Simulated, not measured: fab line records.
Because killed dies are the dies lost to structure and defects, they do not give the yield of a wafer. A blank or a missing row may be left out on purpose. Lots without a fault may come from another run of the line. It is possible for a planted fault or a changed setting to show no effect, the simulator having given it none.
Which tool was responsible? | flow sky130 | 13 lots with 39 wafers sampled at 4 steps, on a route of 708 steps

== WHAT EACH GAUGE READ, for each wafer ==
SKY_CAP2M_RS_MEAS_03: a four-point-probe measurement. Usual: CAP2M_TIN_RS typically reads 6.91 ohm/sq, with standard deviation 0.062.
lot  | measured     | on           | CAP2M_TIN_RS (ohm/sq) | flag
L238 | day 39 10:28 | filmMetro-04 | 6.84 6.86 6.81        | 
L239 | day 40 00:07 | filmMetro-03 | 6.90 6.88 6.83        | 
L240 | day 40 11:46 | filmMetro-04 | 6.91 6.97 6.93        | 
L241 | day 40 13:19 | filmMetro-01 | 6.99 6.94 6.98        | 
L245 | day 41 20:09 | filmMetro-01 | 6.90 6.96 6.89        | 
L247 | day 42 15:25 | filmMetro-03 | 6.93 6.94 6.97        | 
L248 | day 42 22:43 | filmMetro-04 | 6.99 6.99 7.00        | 
L249 | day 43 04:56 | filmMetro-03 | 6.78 6.79 6.79        | 
L250 | day 43 06:50 | filmMetro-01 | 6.88 6.96 6.91        | 
L252 | day 43 18:59 | filmMetro-03 | 6.87 6.84 6.86        | 
L253 | day 44 03:41 | filmMetro-03 | 6.95 6.94 6.93        | 
L257 | day 45 00:14 | filmMetro-01 | 6.85 6.84 6.92        | 
L259 | day 45 10:14 | filmMetro-01 | 6.97 7.05 7.02        | 

SKY_METAL5_RS_MEAS_05: a four-point-probe measurement. Usual: METAL5_ALCU_RS typically reads 0.02706 ohm/sq, with standard deviation 0.00025.
lot  | measured     | on           | METAL5_ALCU_RS (ohm/sq) | flag
L238 | day 42 13:43 | filmMetro-02 | 0.02675 0.02699 0.02658 | 
L239 | day 43 02:09 | filmMetro-02 | 0.02676 0.02697 0.02687 | 
L240 | day 43 13:59 | filmMetro-02 | 0.02671 0.02676 0.02682 | 
L241 | day 43 15:19 | filmMetro-02 | 0.02723 0.02723 0.02719 | 
L245 | day 44 19:02 | filmMetro-02 | 0.02669 0.02711 0.02712 | 
L247 | day 45 13:45 | filmMetro-01 | 0.02756 0.02746 0.02756 | 
L248 | day 45 21:08 | filmMetro-01 | 0.02705 0.02689 0.02722 | 
L249 | day 46 01:59 | filmMetro-01 | 0.02708 0.02726 0.02703 | 
L250 | day 46 03:20 | filmMetro-01 | 0.02679 0.0268 0.02693  | 
L252 | day 46 14:41 | filmMetro-01 | 0.02721 0.02727 0.02736 | 
L253 | day 46 22:53 | filmMetro-01 | 0.0274 0.02735 0.02734  | 
L257 | day 47 17:41 | filmMetro-01 | 0.02699 0.02722 0.02704 | 
L259 | day 48 03:06 | filmMetro-01 | 0.02725 0.02691 0.02722 | 

== EACH LOT AND THE TOOL THAT RAN IT (in order: tool; ch and the chambers of the sampled wafers; start) ==
lot  | SKY_VT_ADJUST_HVTP_STRIP_10         | SKY_VIA4_SPUTTER_17
L238 | plasmaAsher-03 ch 0,1, day 5 21:41  | pvdSputter-03, day 42 12:52
L239 | plasmaAsher-03 ch 0,1, day 6 07:15  | pvdSputter-03, day 43 01:16
L240 | plasmaAsher-03 ch 0,1, day 6 15:17  | pvdSputter-03, day 43 13:07
L241 | plasmaAsher-03 ch 1, day 6 22:02    | pvdSputter-04, day 43 14:26
L245 | plasmaAsher-03 ch 0,1, day 7 18:37  | pvdSputter-04, day 44 18:08
L247 | plasmaAsher-03 ch 0,1, day 8 15:08  | pvdSputter-01, day 45 12:52
L248 | plasmaAsher-03 ch 0,1, day 8 22:28  | pvdSputter-01, day 45 20:14
L249 | plasmaAsher-01 ch 0,1, day 9 04:11  | pvdSputter-03, day 46 01:05
L250 | plasmaAsher-01 ch 0, day 9 07:26    | pvdSputter-01, day 46 02:29
L252 | plasmaAsher-03 ch 0,1, day 9 21:20  | pvdSputter-01, day 46 13:49
L253 | plasmaAsher-04 ch 0,1, day 10 02:01 | pvdSputter-04, day 46 22:02
L257 | plasmaAsher-03 ch 0,1, day 11 00:17 | pvdSputter-01, day 47 16:50
L259 | plasmaAsher-03 ch 0,1, day 11 11:04 | pvdSputter-03, day 48 02:04
- SKY_VT_ADJUST_HVTP_STRIP_10: strips in O2/N2.
- SKY_VIA4_SPUTTER_17: material TiN, target thk 20 nm, time 80 s.

== WHAT THE TOOLS THEMSELVES READ (means of the sampled wafers that have a number; where no wafer has one, the mark that the record gives instead) ==
SKY_VT_ADJUST_HVTP_STRIP_10. Usual: drypumpMotorCurrentA 5.6 A, standard deviation 0.42; oesProductAu 0.717 a.u., standard deviation 0.0048; stripTimeToEndpointS 14.19 s, standard deviation 0.043.
lot  | tool           | drypumpMotorCurrentA (A) | oesProductAu (a.u.) | stripTimeToEndpointS (s) | flag
L238 | plasmaAsher-03 | 5.2                      | 0.719               | 14.23                    | 
L239 | plasmaAsher-03 | 5.2                      | 0.716               | 14.23                    | 
L240 | plasmaAsher-03 | 5.5                      | 0.714               | 14.15                    | 
L241 | plasmaAsher-03 | 5.8                      | 0.713               | 14.26                    | 
L245 | plasmaAsher-03 | 5.2                      | 0.715               | 14.18                    | 
L247 | plasmaAsher-03 | 5.5                      | 0.714               | 14.11                    | 
L248 | plasmaAsher-03 | 5.2                      | 0.717               | 14.25                    | 
L249 | plasmaAsher-01 | 5.9                      | 0.712               | 14.18                    | 
L250 | plasmaAsher-01 | 5.8                      | 0.716               | 14.23                    | 
L252 | plasmaAsher-03 | 5.5                      | 0.717               | 14.22                    | 
L253 | plasmaAsher-04 | 5.9                      | 0.720               | 14.20                    | 
L257 | plasmaAsher-03 | 5.2                      | 0.716               | 14.15                    | 
L259 | plasmaAsher-03 | 5.2                      | 0.713               | 14.21                    | 

SKY_VIA4_SPUTTER_17. Usual: throttleValvePct 30.1 %, standard deviation 0.95.
lot  | tool          | throttleValvePct (%) | flag
L238 | pvdSputter-03 | 29.5                 | 
L239 | pvdSputter-03 | 29.6                 | 
L240 | pvdSputter-03 | 29.5                 | 
L241 | pvdSputter-04 | 30.8                 | 
L245 | pvdSputter-04 | 29.0                 | 
L247 | pvdSputter-01 | 30.5                 | 
L248 | pvdSputter-01 | 30.8                 | 
L249 | pvdSputter-03 | 30.0                 | 
L250 | pvdSputter-01 | 31.3                 | 
L252 | pvdSputter-01 | 30.7                 | 
L253 | pvdSputter-04 | 30.0                 | 
L257 | pvdSputter-01 | 30.9                 | 
L259 | pvdSputter-03 | 30.2                 | 

== THE ANSWER, worked out from the rows above alone ==
Rule: take the mean of a lot's wafers that have a number; if it is more than 3 standard deviations from the usual mean, the lot is off. A lot without any number at a reading at which 4 lots or more have one is off too. Where the step has rows for the other lots, those lots are counted as sound. The gauges are gone through in route order, then the tools' own readings, and for those a lot's mean is taken as printed above. At the first step where some lot is off, the reading lying furthest off is the one used; lots without a number count as furthest.
No lot is off on any of the readings shown, so nothing can be concluded from this.

== WHAT THE SIMULATOR HAD PUT IN ==
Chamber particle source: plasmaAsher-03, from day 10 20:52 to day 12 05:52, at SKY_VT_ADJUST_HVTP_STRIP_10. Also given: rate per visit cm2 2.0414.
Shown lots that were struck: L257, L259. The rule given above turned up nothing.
